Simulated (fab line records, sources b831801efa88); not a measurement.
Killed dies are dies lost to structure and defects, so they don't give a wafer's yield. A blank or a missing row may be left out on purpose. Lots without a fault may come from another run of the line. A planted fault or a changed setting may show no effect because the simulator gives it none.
fab line records | flow sky130
record lots=15 wafers=45 last_day=50
route steps=708 shown POLY_GATE@231 RES_XHIGH@338 SD_N@350
lots that met no fault: from a run of the same line without faults
start_h: hours from the record's first day to the start of the lot's first wafer shown | wait_h: hours since the lot's step before | " the same as in the row above | L1.1+2: a row that stands for several wafers | - no value, or no start given | * or withheld: withheld | < > ~ a bound
route shown NAME@n: a module of which the file shows steps, and the number in the route of the first | usual: mean/standard deviation of fault-free wafers | same: alike in all rows | chamber/n: place in a boat | sites: the reading at each site | _std_site: their standard deviation | _edge_site: outer sites' mean less inner sites' | radius_mm: how far each site lies from the wafer's centre | mask NAME#n: copy n | behind: the tool/chamber that last shaped the wafer | hold: why the lot was held/for how many hours/how that ended | device: the transistor (n, p or np) that didn't switch | end of line: the same wafers' tests at the end of the route | a step without rows: its recipe alone | killed: dies lost to structure and defects at the first sort, not the wafer's yield | map: a wafer's dies, x killed, . not, _ none there
set.NAME: the setting as run; set.NAME@STEP: as run at that earlier step | model.NAME: the simulator's own value behind a step, which no gauge read
steps of the route over a sample of lots; a table a step, a row a wafer
services: from which hour (start_h, from the record's first day; less than 0 if before it) a tool's chamber was out of use, for how many hours, and why
## steps
# step SKY_POLY_GATE_ETCH_17
# recipe target_depth_nm=180 stop_on=SiO2 over_etch_frac=0.56667 chemistry=HBr/Cl2 target=poly-Si icp_w=400 bias_w=100 pressure_mtorr=10 HBr_flow_sccm=150 Cl2_flow_sccm=50 time_s=70.5
# usual bias_w=100.01/0.28 drypump_motor_current_A=5.8/0.39 mfc_cl2_sccm=49.99/0.14 oes_product_au=0.988/0.0082 throttle_valve_pct=33.683/0.0099
# columns lot.wafer tool chamber start_h wait_h bias_w drypump_motor_current_A mfc_cl2_sccm oes_product_au rf_hours_counter_h throttle_valve_pct
L589.2 rie_si-02 3 376.40 0.0 99.86 6.2 49.88 0.995 36 33.676
L589.3 " 0 " " 100.24 6.0 50.01 0.996 63 33.659
L589.6 " 1 " " 99.84 5.9 50.14 0.984 - 33.681
L590.2 rie_si-01 2 387.01 0.0 99.50 4.8 49.95 0.988 65 33.674
L590.3 " 0 " " 99.99 5.5 49.97 0.987 2 33.684
L590.4 " 3 " " 99.91 6.2 50.12 0.979 1 33.670
L592.1 rie_si-02 2 400.55 0.0 100.25 5.7 50.02 0.986 7 33.681
L592.3 " 1 " " 100.15 5.8 50.20 0.981 6 33.691
L592.5 " 0 " " 99.44 6.0 49.93 0.992 - 33.668
L595.1 rie_si-01 3 439.21 0.0 100.15 6.2 49.96 0.974 2 33.677
L595.3 " 2 " " 99.55 4.9 49.70 0.990 65 33.684
L595.4 " 0 " " 99.99 5.5 50.13 0.991 2 33.679
L596.2 rie_si-01 0 455.46 0.0 99.91 5.5 50.29 0.985 3 33.686
L596.4 " 1 " " 100.24 6.0 50.16 0.995 4 33.684
L596.5 " 1 " " 99.81 6.0 49.87 0.999 - 33.682
L599.1 rie_si-01 2 481.66 0.0 99.16 4.9 50.19 0.996 0 33.679
L599.4 " 3 " " 99.85 6.1 50.03 0.983 2 33.680
L599.5 " 0 " " 100.16 5.5 50.21 0.992 - 33.691
L601.1 rie_si-02 3 495.06 0.0 99.71 6.1 50.14 1.001 37 33.684
L601.4 " 1 " " 100.17 5.8 49.99 0.992 - 33.677
L601.5 " 3 " " 99.78 6.1 50.05 0.998 - 33.683
L602.1 rie_si-01 0 503.41 0.0 100.27 5.5 50.00 0.987 3 33.698
L602.2 " 3 " " 100.17 6.1 49.90 0.988 2 33.685
L602.6 " 1 " " 99.76 5.9 50.14 0.988 - 33.682
L603.2 rie_si-02 0 509.31 0.0 100.10 6.0 50.02 0.998 0 33.693
L603.3 " 3 " " 99.82 6.2 50.05 0.993 37 33.701
L603.5 " 1 " " 99.70 5.8 50.08 0.991 - 33.672
L604.1 rie_si-01 3 517.06 0.0 99.81 6.2 49.93 0.981 2 33.686
L604.2 " 1 " " 100.53 5.9 50.08 0.993 4 33.681
L604.5 " 3 " " 100.16 6.1 49.92 0.972 - 33.672
L607.1 rie_si-02 3 542.76 0.0 100.13 6.1 49.97 0.994 37 33.695
L607.2 " 1 " " 100.49 5.8 49.90 0.988 7 33.674
L607.3 " 0 " " 99.93 6.0 49.90 0.984 0 33.672
L608.1 rie_si-01 1 546.46 0.0 99.98 5.9 49.91 1.004 4 33.683
L608.2 " 0 " " 100.21 5.6 50.22 1.002 3 33.676
L608.6 " 2 " " 100.42 4.9 49.72 0.992 - 33.703
L609.1 rie_si-01 1 563.46 0.0 100.10 5.9 50.33 0.992 5 33.682
L609.2 " 0 " " 100.16 5.5 49.89 1.000 3 33.673
L609.6 " 1 " " 99.93 5.9 50.08 0.996 - 33.669
L610.1 rie_si-02 1 579.66 0.0 99.87 5.8 49.98 0.977 7 33.672
L610.3 " 3 " " 100.01 6.1 50.02 0.989 37 33.693
L610.5 " 1 " " 100.26 5.9 49.77 0.986 - 33.679
L611.3 rie_si-01 3 581.20 0.0 99.92 6.2 49.62 0.973 2 33.684
L611.4 " 3 " " 100.08 6.2 49.88 0.979 - 33.682
L611.5 " 1 " " 99.98 5.9 49.86 0.997 - 33.693
# step SKY_RES_XHIGH_DEVELOP_06
# recipe resist=NOVOLAK developer=TMAH develop_time_s=60 dev_temp_c=23
# usual chill_plate_temp_C=23.01/0.09 develop_time_s=60/0
# columns lot.wafer tool chamber start_h wait_h chill_plate_temp_C develop_time_s
L589.2 litho_track-02 0 619.99 0.1 22.97 60
L589.3 " 0 " " 22.91 60
L589.6 " 0 " " 23.08 60
L590.2 litho_track-03 0 630.09 0.1 23.08 60
L590.3 " 0 " " 23.03 60
L590.4 " 0 " " 23.13 60
L592.1 litho_track-03 0 647.16 0.1 22.83 60
L592.3 " 0 " " 22.96 60
L592.5 " 0 " " 22.94 60
L595.1 litho_track-02 0 679.52 0.1 23.04 60
L595.3 " 0 " " 22.87 60
L595.4 " 0 " " 22.91 60
L596.2 litho_track-02 0 699.69 0.1 23.02 60
L596.4 " 0 " " 23.08 60
L596.5 " 0 " " 22.90 60
L599.1 litho_track-03 0 723.01 0.1 22.90 60
L599.4 " 0 " " 22.97 60
L599.5 " 0 " " 22.96 60
L601.1 litho_track-01 - 734.72 0.1 - -
L601.4 " - " " - -
L601.5 " - " " - -
L602.1 litho_track-03 - 739.86 0.1 - -
L602.2 " - " " - -
L602.6 " - " " - -
L603.2 litho_track-01 - 745.05 0.1 - -
L603.3 " - " " - -
L603.5 " - " " - -
L604.1 litho_track-03 0 750.01 0.1 23.08 60
L604.2 " 0 " " 23.01 60
L604.5 " 0 " " 22.94 60
L607.1 litho_track-01 0 776.17 0.1 23.01 60
L607.2 " 0 " " 23.00 60
L607.3 " 0 " " 23.11 60
L608.1 litho_track-03 0 779.26 0.1 23.10 60
L608.2 " 0 " " 23.08 60
L608.6 " 0 " " 22.92 60
L609.1 litho_track-03 0 794.56 0.1 23.03 60
L609.2 " 0 " " 23.00 60
L609.6 " 0 " " 23.01 60
L611.3 litho_track-01 0 811.87 0.1 22.89 60
L611.4 " 0 " " 22.99 60
L611.5 " 0 " " 23.09 60
L610.1 litho_track-03 0 812.31 0.1 23.10 60
L610.3 " 0 " " 22.96 60
L610.5 " 0 " " 23.08 60
# step SKY_RES_XHIGH_TW_MEAS_09
# usual RES_XHIGH_TW=1655/10
# columns lot.wafer tool chamber start_h wait_h RES_XHIGH_TW
L589.2 film_metro-04 - 620.38 0.1 1649
L589.3 " - " " 1652
L589.6 " - " " 1640
L590.2 film_metro-04 - 630.47 0.1 1649
L590.3 " - " " 1649
L590.4 " - " " 1647
L592.1 film_metro-01 - 647.56 0.1 1660
L592.3 " - " " 1656
L592.5 " - " " 1653
L595.1 film_metro-01 - 679.92 0.1 1671
L595.3 " - " " 1673
L595.4 " - " " 1674
L596.2 film_metro-04 - 700.08 0.1 1652
L596.4 " - " " 1634
L596.5 " - " " 1638
L599.1 film_metro-03 - 723.41 0.1 1649
L599.4 " - " " 1657
L599.5 " - " " 1652
L601.1 film_metro-04 - 735.12 0.1 30
L601.4 " - " " 30
L601.5 " - " " 30
L602.1 film_metro-01 - 740.26 0.1 30
L602.2 " - " " 30
L602.6 " - " " 30
L603.2 film_metro-04 - 745.43 0.1 30
L603.3 " - " " 30
L603.5 " - " " 30
L604.1 film_metro-01 - 750.41 0.1 1662
L604.2 " - " " 1673
L604.5 " - " " 1675
L607.1 film_metro-03 - 776.57 0.1 1666
L607.2 " - " " 1666
L607.3 " - " " 1661
L608.1 film_metro-01 - 779.66 0.1 1667
L608.2 " - " " 1657
L608.6 " - " " 1669
L609.1 film_metro-01 - 794.96 0.1 1657
L609.2 " - " " 1663
L609.6 " - " " 1663
L611.3 film_metro-04 - 812.24 0.1 1655
L611.4 " - " " 1646
L611.5 " - " " 1655
L610.1 film_metro-04 - 812.71 0.1 1642
L610.3 " - " " 1640
L610.5 " - " " 1659
# step SKY_SD_N_OVL_MEAS_08
# usual SD_N_OVL=-0.4/1.3
# columns lot.wafer tool chamber start_h wait_h SD_N_OVL[nm]
L589.2 overlay-01 - 648.94 0.1 -1.5
L589.3 " - " " -0.4
L589.6 " - " " 1.2
L590.2 overlay-01 - 658.91 0.1 0.7
L590.3 " - " " -0.1
L590.4 " - " " 1.4
L592.1 overlay-02 - 675.90 0.1 1.0
L592.3 " - " " 2.7
L592.5 " - " " -0.1
L595.1 overlay-01 - 707.69 0.1 -2.8
L595.3 " - " " -2.8
L595.4 " - " " 0.5
L596.2 overlay-01 - 727.65 0.1 -2.9
L596.4 " - " " -0.7
L596.5 " - " " -1.3
L599.1 overlay-02 - 750.25 0.1 0.0
L599.4 " - " " -0.8
L599.5 " - " " -1.5
L601.1 overlay-02 - 763.80 0.1 1.3
L601.4 " - " " -1.6
L601.5 " - " " -1.8
L602.1 overlay-02 - 768.33 0.1 -1.3
L602.2 " - " " -0.2
L602.6 " - " " 0.5
L603.2 overlay-01 - 772.55 0.1 0.5
L603.3 " - " " 0.9
L603.5 " - " " 0.7
L604.1 overlay-02 - 777.95 0.1 2.3
L604.2 " - " " 1.6
L604.5 " - " " -1.1
L607.1 overlay-02 - 803.05 0.1 -0.1
L607.2 " - " " 0.0
L607.3 " - " " 0.5
L608.1 overlay-02 - 806.00 0.1 -3.8
L608.2 " - " " -2.7
L608.6 " - " " -3.4
L609.1 overlay-02 - 821.65 0.1 -1.2
L609.2 " - " " -0.1
L609.6 " - " " -1.1
L611.3 overlay-02 - 838.44 0.1 0.6
L611.4 " - " " 1.6
L611.5 " - " " -0.8
L610.1 overlay-02 - 839.08 0.1 -0.9
L610.3 " - " " 0.3
L610.5 " - " " 0.5
# step SKY_SD_N_TW_MEAS_12
# usual SD_N_TW=4021/23
# columns lot.wafer tool chamber start_h wait_h SD_N_TW
L589.2 film_metro-01 - 649.38 0.1 4019
L589.3 " - " " 4059
L589.6 " - " " 4052
L590.2 film_metro-03 - 659.35 0.1 4028
L590.3 " - " " 4031
L590.4 " - " " 4037
L592.1 film_metro-04 - 676.34 0.1 4010
L592.3 " - " " 4035
L592.5 " - " " 4022
L595.1 film_metro-04 - 708.13 0.1 4005
L595.3 " - " " 3996
L595.4 " - " " 4010
L596.2 film_metro-04 - 728.09 0.1 3963
L596.4 " - " " 3972
L596.5 " - " " 3995
L599.1 film_metro-03 - 750.69 0.1 4061
L599.4 " - " " 4059
L599.5 " - " " 4060
L601.1 film_metro-04 - 764.24 0.1 4023
L601.4 " - " " 4015
L601.5 " - " " 4007
L602.1 film_metro-03 - 768.77 0.1 4028
L602.2 " - " " 4028
L602.6 " - " " 4046
L603.2 film_metro-04 - 772.99 0.1 3988
L603.3 " - " " 4007
L603.5 " - " " 3991
L604.1 film_metro-01 - 778.39 0.1 4055
L604.2 " - " " 4051
L604.5 " - " " 4053
L607.1 film_metro-03 - 803.49 0.1 4001
L607.2 " - " " 4022
L607.3 " - " " 4014
L608.1 film_metro-03 - 806.44 0.1 4028
L608.2 " - " " 4026
L608.6 " - " " 4034
L609.1 film_metro-03 - 822.09 0.1 4035
L609.2 " - " " 4034
L609.6 " - " " 4049
L611.3 film_metro-01 - 838.89 0.1 4054
L611.4 " - " " 4038
L611.5 " - " " 4038
L610.1 film_metro-04 - 839.52 0.1 4017
L610.3 " - " " 4039
L610.5 " - " " 4005
## services
# columns tool chamber start_h hours kind
rie_si-02 2 426.83 8.6 repair
rie_si-02 - 454.21 0.3 repair
rie_si-01 2 455.76 - clean
rie_si-01 2 455.76 18.4 scheduled_down
rie_si-01 2 455.76 18.4 vent_cycle
rie_si-02 0 461.38 - clean
rie_si-02 0 461.38 18.0 scheduled_down
rie_si-02 0 461.38 18.0 vent_cycle
rie_si-02 2 487.62 15.6 repair
rie_si-02 - 561.74 4.0 repair
rie_si-01 1 575.31 2.5 repair
rie_si-02 0 577.69 2.6 repair
rie_si-02 3 580.30 - clean
rie_si-02 3 580.30 27.1 scheduled_down
rie_si-01 2 580.86 30.3 repair
rie_si-02 - 601.99 2.8 pm
rie_si-02 0 637.77 2.7 repair
rie_si-01 2 685.34 11.7 repair
rie_si-01 0 691.64 3.7 repair
rie_si-02 3 695.32 4.9 repair
rie_si-02 3 731.91 6.4 repair
rie_si-01 - 746.58 1.8 repair
rie_si-01 2 779.86 8.0 repair
rie_si-01 2 810.60 14.8 repair
## key
first_sign step=SKY_RES_XHIGH_DEVELOP_06 reading=tool_record direction=missing
effect step=SKY_RES_XHIGH_TW_MEAS_09 reading=RES_XHIGH_TW direction=down sigmas=99+ usual=1655 struck=30
met_at SKY_RES_XHIGH_DEVELOP_06
struck_lots L601,L602,L603
sort_left_out L601.1,L601.4,L601.5,L602.1,L602.2,L602.6,L603.2,L603.3,L603.5
tester_left_out L601,L602,L603
not_acting_at SKY_POLY_GATE_ETCH_17,SKY_SD_N_OVL_MEAS_08,SKY_SD_N_TW_MEAS_12
onset_between 723.01 734.72
fault kind=skipped_step_whole tool=litho_track-01,litho_track-03 chamber=- onset_h=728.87 steps=SKY_RES_XHIGH_DEVELOP_06 scope=struck_lots_only
# tester_left_out: of these lots the tester's yield and bins aren't shown, on N5 and GAA mostly nor the transistor test; their killed dies are dies lost to structure and defects alone, not to doping, threshold or leakage, so they don't give the yield
# sort_left_out: the simulated sort isn't trusted on such a fault, so these wafers' sort isn't shown, and their yield isn't known
